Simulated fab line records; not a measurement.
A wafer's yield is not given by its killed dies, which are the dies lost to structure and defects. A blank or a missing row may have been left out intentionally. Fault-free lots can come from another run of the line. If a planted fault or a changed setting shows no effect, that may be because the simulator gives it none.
fab line records ; flow sky130
record lots=6; wafers=18; last-day=50
route steps=708 shown METAL4@621
lots untouched by any fault: they come from a run of this same line in which no faults occurred
start-h: hours from the record's first day to the start of the lot's first wafer shown ; wait-h: hours from the lot's prior step to this one ; " same as the row above ; L1.1+2: one row covering several wafers at once ; - no value, or no start was given ; * or withheld: withheld ; < > ~ a bound
route shown NAME@n: names a module that has steps shown in the file, with the first one's number in the route ; usual: mean/standard deviation of fault-free wafers ; same: alike in all rows ; chamber/n: place in a boat ; sites: per-site readings ; _std_site: their standard deviation ; _edge_site: mean of outer sites minus mean of inner sites ; radius-mm: how far each site lies from the wafer's centre ; mask NAME#n: copy n ; behind: the tool/chamber that last shaped the wafer ; hold: the reason the lot was held/the length of the hold in hours/how it ended ; device: transistor that didn't switch, given as n, p or np ; end of line: the route-end tests of the same wafers ; for a step that has no rows: nothing shown but its recipe ; killed: the dies lost at the first sort to structure and to defects; this is not the yield of the wafer ; map: per-die view of a wafer (x killed, . not killed, _ where there is no die)
set.NAME: the setting as run; set.NAME@STEP: as run at that earlier step ; model.NAME: the simulator's own value behind a step, which no gauge read
lots at some steps of the route; a table a step, a row a wafer
services: a tool's chamber out of use, with start hour (start-h, from the record's first day; less than 0 if before it), hours out, and reason
## steps
# step SKY_METAL4_DEHYDRATE_05
# recipe temp-c=200; time-s=60
# step SKY_METAL4_HMDS_06
# recipe prime-time-s=60; prime-temp-c=120
# step SKY_METAL4_COAT_07
# recipe resist=BARC; temp-c=withheld; time-s=withheld; spin-rpm=3000; resist-thk-nm=60
# step SKY_METAL4_COAT_08
# recipe resist=KrF-thick; spin-rpm=3000; resist-thk-nm=1140
# step SKY_METAL4_SOFTBAKE_09
# recipe temp-c=100; time-s=90; resist=KrF-thick
# step SKY_METAL4_EXPOSE_10
# recipe mask-id=MM4; na=0.68; source-shape=annular; sigma-inner=0.4; sigma-outer=0.8; target-cd-nm=300; dose-mj=28
# step SKY_METAL4_PEB_11
# recipe peb-temp-c=withheld; peb-time-s=withheld; resist=KrF-thick
# step SKY_METAL4_DEVELOP_12
# recipe develop-time-s=60; resist=KrF-thick; dev-temp-c=21
# step SKY_METAL4_CD_MEAS_13
# recipe target-cd-nm=300
# usual cd-nm=299.7/1.5
lot.wafer;tool;chamber;start-h;wait-h;cd-nm
L402.1;cd-sem-01;-;1034.32;-;295.6
L402.2;cd-sem-01;-;1034.32;-;296.1
L402.3;cd-sem-01;-;1034.32;-;296.5
L403.1;cd-sem-02;-;1039.42;-;301.0
L403.2;cd-sem-02;-;1039.42;-;300.9
L403.4;cd-sem-02;-;1039.42;-;301.8
L413.1;cd-sem-01;-;1110.52;-;299.2
L413.3;cd-sem-01;-;1110.52;-;298.5
L413.6;cd-sem-01;-;1110.52;-;299.1
L414.3;cd-sem-01;-;1116.31;-;299.5
L414.4;cd-sem-01;-;1116.31;-;298.9
L414.6;cd-sem-01;-;1116.31;-;299.7
L417.4;cd-sem-01;-;1127.08;-;299.3
L417.5;cd-sem-01;-;1127.08;-;299.0
L417.6;cd-sem-01;-;1127.08;-;300.5
L418.2;cd-sem-01;-;1134.19;-;297.8
L418.3;cd-sem-01;-;1134.19;-;297.5
L418.5;cd-sem-01;-;1134.19;-;297.6
# step SKY_METAL4_OVL_MEAS_14
# usual METAL4_OVL=3/4.5
lot.wafer;tool;chamber;start-h;wait-h;METAL4_OVL[nm]
L402.1;overlay-02;-;1034.44;0.1;9
L402.2;overlay-02;-;1034.44;0.1;8
L402.3;overlay-02;-;1034.44;0.1;10
L403.1;overlay-01;-;1039.54;0.1;12
L403.2;overlay-01;-;1039.54;0.1;-2
L403.4;overlay-01;-;1039.54;0.1;7
L413.1;overlay-02;-;1110.64;0.1;-7
L413.3;overlay-02;-;1110.64;0.1;-3
L413.6;overlay-02;-;1110.64;0.1;-4
L414.3;overlay-02;-;1116.40;0.1;0
L414.4;overlay-02;-;1116.40;0.1;5
L414.6;overlay-02;-;1116.40;0.1;-4
L417.4;overlay-02;-;1127.16;0.1;-2
L417.5;overlay-02;-;1127.16;0.1;2
L417.6;overlay-02;-;1127.16;0.1;-5
L418.2;overlay-02;-;1134.29;0.1;9
L418.3;overlay-02;-;1134.29;0.1;8
L418.5;overlay-02;-;1134.29;0.1;10
# step SKY_METAL4_DESCUM_15
# recipe chemistry=O2; source-power-w=150; bias-power-w=0; pressure-mtorr=10; temp-c=40; time-s=8
# usual drypump-motor-current-A=5.8/0.58; oes-product-au=1.001/0.0066
lot.wafer;tool;chamber;start-h;wait-h;drypump-motor-current-A;oes-product-au;rf-hours-counter-h
L402.1;rie-metal-01;1;1034.47;0.0;6.1;0.990;13
L402.2;rie-metal-01;0;1034.47;0.0;6.7;1.002;16
L402.3;rie-metal-01;1;1034.47;0.0;6.1;0.990;-
L403.1;rie-metal-02;1;1039.57;0.0;5.1;1.000;10
L403.2;rie-metal-02;0;1039.57;0.0;5.7;1.001;14
L403.4;rie-metal-02;1;1039.57;0.0;5.1;1.003;-
L413.1;rie-metal-02;1;1110.67;0.0;5.1;1.011;14
L413.3;rie-metal-02;1;1110.67;0.0;5.1;1.007;-
L413.6;rie-metal-02;0;1110.67;0.0;5.8;1.001;-
L414.3;rie-metal-02;1;1116.43;0.0;5.1;1.009;-
L414.4;rie-metal-02;0;1116.43;0.0;5.8;1.014;-
L414.6;rie-metal-02;0;1116.43;0.0;5.7;1.017;-
L417.4;rie-metal-02;1;1127.18;0.0;5.1;1.002;-
L417.5;rie-metal-02;1;1127.18;0.0;5.1;0.995;-
L417.6;rie-metal-02;0;1127.18;0.0;5.8;1.005;-
L418.2;rie-metal-02;1;1134.32;0.0;5.1;1.009;16
L418.3;rie-metal-02;0;1134.32;0.0;5.7;1.006;-
L418.5;rie-metal-02;0;1134.32;0.0;5.8;1.012;-
# step SKY_METAL4_ETCH_16
# recipe chemistry=N2/H2; target=BARC; ion-energy-ev=195.3; bias-w=100; pressure-mtorr=30; n2-flow-sccm=100; h2-flow-sccm=200; icp-w=500; stop-on=SiO2; time-s=88.2; target-depth-a=600
# usual bias-w=99.97/0.28; chamber-pressure-mTorr=29.999/0.027; drypump-motor-current-A=5.8/0.58; h2-flow-sccm=200.0/0.61; n2-flow-sccm=100.0/0.31; oes-product-au=0.625/0.0047; throttle-valve-pct=13.206/0.011
lot.wafer;tool;chamber;start-h;wait-h;bias-w;chamber-pressure-mTorr;drypump-motor-current-A;h2-flow-sccm;n2-flow-sccm;oes-product-au;rf-hours-counter-h;throttle-valve-pct
L402.1;rie-metal-01;1;1034.50;0.0;100.13;29.978;6.1;200.8;100.2;0.624;13;13.215
L402.2;rie-metal-01;0;1034.50;0.0;99.90;30.020;6.7;199.9;100.1;0.625;16;13.222
L402.3;rie-metal-01;1;1034.50;0.0;99.70;30.025;6.1;199.9;99.9;0.616;-;13.218
L403.1;rie-metal-02;1;1039.61;0.0;100.21;29.996;5.1;200.0;100.1;0.618;10;13.211
L403.2;rie-metal-02;0;1039.61;0.0;99.53;29.991;5.8;200.0;99.8;0.630;14;13.204
L403.4;rie-metal-02;1;1039.61;0.0;100.07;29.976;5.1;199.6;99.8;0.628;-;13.190
L413.1;rie-metal-02;1;1110.71;0.0;99.99;30.032;5.1;200.4;100.3;0.629;14;13.204
L413.3;rie-metal-02;1;1110.71;0.0;99.71;29.984;5.1;200.0;100.2;0.631;-;13.207
L413.6;rie-metal-02;0;1110.71;0.0;100.01;30.003;5.7;199.5;99.9;0.626;-;13.192
L414.3;rie-metal-02;1;1116.49;0.0;100.03;29.956;5.1;199.9;99.2;0.628;-;13.230
L414.4;rie-metal-02;0;1116.49;0.0;99.99;29.960;5.8;200.3;100.2;0.619;-;13.227
L414.6;rie-metal-02;0;1116.49;0.0;100.43;29.963;5.8;200.3;99.9;0.617;-;13.203
L417.4;rie-metal-02;1;1127.24;0.0;99.75;29.977;5.1;199.7;99.9;0.628;-;13.190
L417.5;rie-metal-02;1;1127.24;0.0;99.53;30.069;5.1;200.1;99.7;0.618;-;13.201
L417.6;rie-metal-02;0;1127.24;0.0;99.48;29.971;5.8;199.8;99.9;0.621;-;13.199
L418.2;rie-metal-02;1;1134.36;0.0;100.10;29.981;5.1;199.8;99.5;0.619;16;13.187
L418.3;rie-metal-02;0;1134.36;0.0;99.72;29.997;5.8;198.1;100.0;0.623;-;13.211
L418.5;rie-metal-02;0;1134.36;0.0;99.88;29.994;5.8;199.3;100.5;0.621;-;13.194
# step SKY_METAL4_ETCH_17
# recipe target=SiO2; stop-on=TiN; chemistry=C4F8/O2/Ar; source-w=1500; bias-w=1200; pressure-mtorr=40; c4f8-flow-sccm=withheld; O2_flow_sccm=6; Ar_flow_sccm=300; time-s=3.9; target-depth-a=150
# usual bias-w=1200/3.4; chamber-pressure-mTorr=40.00/0.036; oes-product-au=0.755/0.0068
lot.wafer;tool;chamber;start-h;wait-h;bias-w;chamber-pressure-mTorr;oes-product-au
L402.1;rie-diel-02;2;1034.60;0.1;1191;39.98;0.750
L402.2;rie-diel-02;0;1034.60;0.1;1200;39.98;0.744
L402.3;rie-diel-02;1;1034.60;0.1;1203;39.97;0.746
L403.1;rie-diel-01;1;1039.70;0.1;1198;40.03;0.757
L403.2;rie-diel-01;0;1039.70;0.1;1198;40.02;0.757
L403.4;rie-diel-01;2;1039.70;0.1;1198;40.01;0.765
L413.1;rie-diel-01;3;1110.80;0.1;-;-;-
L413.3;rie-diel-01;0;1110.80;0.1;-;-;-
L413.6;rie-diel-01;3;1110.80;0.1;-;-;-
L414.3;rie-diel-03;3;1116.55;0.0;-;-;-
L414.4;rie-diel-03;0;1116.55;0.0;-;-;-
L414.6;rie-diel-03;3;1116.55;0.0;-;-;-
L417.4;rie-diel-01;3;1127.30;0.0;1199;39.98;0.748
L417.5;rie-diel-01;3;1127.30;0.0;1205;39.97;0.754
L417.6;rie-diel-01;0;1127.30;0.0;1202;39.99;0.746
L418.2;rie-diel-01;2;1134.45;0.1;1203;39.99;0.756
L418.3;rie-diel-01;0;1134.45;0.1;1199;40.00;0.746
L418.5;rie-diel-01;2;1134.45;0.1;1201;39.99;0.763
# step SKY_METAL4_METAL_ETCH_18
# recipe target-depth-a=8450; stop-on=SiO2; over-etch-frac=0.3; time-s=183.1; chemistry=Cl2/BCl3; resist-sidewall-deg=88; pressure-mtorr=10; icp-w=900; bias-w=48.5; Cl2_flow_sccm=60; bcl3-flow-sccm=30
# usual bcl3-flow-sccm=29.98/0.087; bias-w=48.50/0.16; drypump-motor-current-A=5.6/0.59; oes-product-au=0.865/0.0065; throttle-valve-pct=22.266/0.009
lot.wafer;tool;chamber;start-h;wait-h;bcl3-flow-sccm;bias-w;drypump-motor-current-A;oes-product-au;rf-hours-counter-h;throttle-valve-pct
L402.1;rie-metal-02;0;1034.62;0.0;30.00;48.48;5.8;0.867;14;22.268
L402.2;rie-metal-02;1;1034.62;0.0;30.16;48.61;5.1;0.868;10;22.259
L402.3;rie-metal-02;0;1034.62;0.0;29.88;48.56;5.7;0.860;-;22.262
L403.1;rie-metal-01;1;1039.72;0.0;29.92;48.24;6.1;0.861;14;22.276
L403.2;rie-metal-01;0;1039.72;0.0;29.95;48.63;6.7;0.866;16;22.264
L403.4;rie-metal-01;1;1039.72;0.0;29.98;48.49;6.1;0.854;-;22.255
L413.1;rie-metal-03;1;1110.82;0.0;30.11;48.75;5.6;0.866;16;22.284
L413.3;rie-metal-03;0;1110.82;0.0;30.00;48.60;4.9;0.864;-;22.267
L413.6;rie-metal-03;1;1110.82;0.0;29.99;48.53;5.6;0.858;-;22.267
L414.3;rie-metal-03;0;1116.63;0.1;30.04;48.64;4.9;0.858;-;22.257
L414.4;rie-metal-03;1;1116.63;0.1;29.88;48.48;5.6;0.864;-;22.273
L414.6;rie-metal-03;0;1116.63;0.1;29.93;48.34;4.9;0.856;-;22.264
L417.4;rie-metal-01;0;1127.38;0.1;29.85;48.61;6.7;0.869;-;22.278
L417.5;rie-metal-01;1;1127.38;0.1;29.99;48.70;6.1;0.865;-;22.263
L417.6;rie-metal-01;0;1127.38;0.1;29.94;48.61;6.7;0.867;-;22.264
L418.2;rie-metal-03;0;1134.47;0.0;30.01;48.38;4.8;0.864;3;22.272
L418.3;rie-metal-03;0;1134.47;0.0;29.95;48.60;4.9;0.871;-;22.273
L418.5;rie-metal-03;0;1134.47;0.0;30.01;48.56;4.9;0.871;-;22.256
## services
tool;chamber;start-h;hours;kind
rie-metal-03;-;1018.82;2.4;repair
rie-diel-03;1;1030.13;9.6;repair
rie-metal-03;-;1035.84;0.3;repair
rie-metal-03;0;1078.85;-;clean
rie-metal-03;0;1078.85;19.0;scheduled-down
rie-metal-03;0;1078.85;19.0;vent-cycle
rie-diel-02;-;1085.96;14.6;pm
rie-diel-01;3;1092.07;1.8;repair
rie-diel-01;2;1095.21;1.6;repair
rie-diel-02;3;1102.74;10.6;repair
rie-diel-02;2;1112.94;5.4;repair
rie-metal-01;-;1130.64;2.8;pm
rie-diel-03;2;1133.02;4.3;repair
## key
first-sign step=SKY_METAL4_ETCH_17; reading=tool-record; direction=missing
effect none on later readings
met-at SKY_METAL4_ETCH_17
struck-wafers L413.1,L413.3,L413.6,L414.3,L414.4,L414.6
later-rows-left-out L413.1,L413.3,L413.6,L414.3,L414.4,L414.6
sort-left-out L413.1,L413.3,L413.6,L414.3,L414.4,L414.6
onset-between 1039.70 1110.80
fault kind=skipped-step-whole; tool=rie-diel-01,rie-diel-03; chamber=-; onset-h=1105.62; steps=SKY_METAL4_ETCH_17; scope=struck-lots-only
# sort-left-out: the simulated sort isn't trusted on such a fault, so these wafers' sort isn't shown, and their yield isn't known
# later-rows-left-out: the simulator's readings of these wafers behind a module that went badly wrong aren't trusted and aren't shown, but for the sort
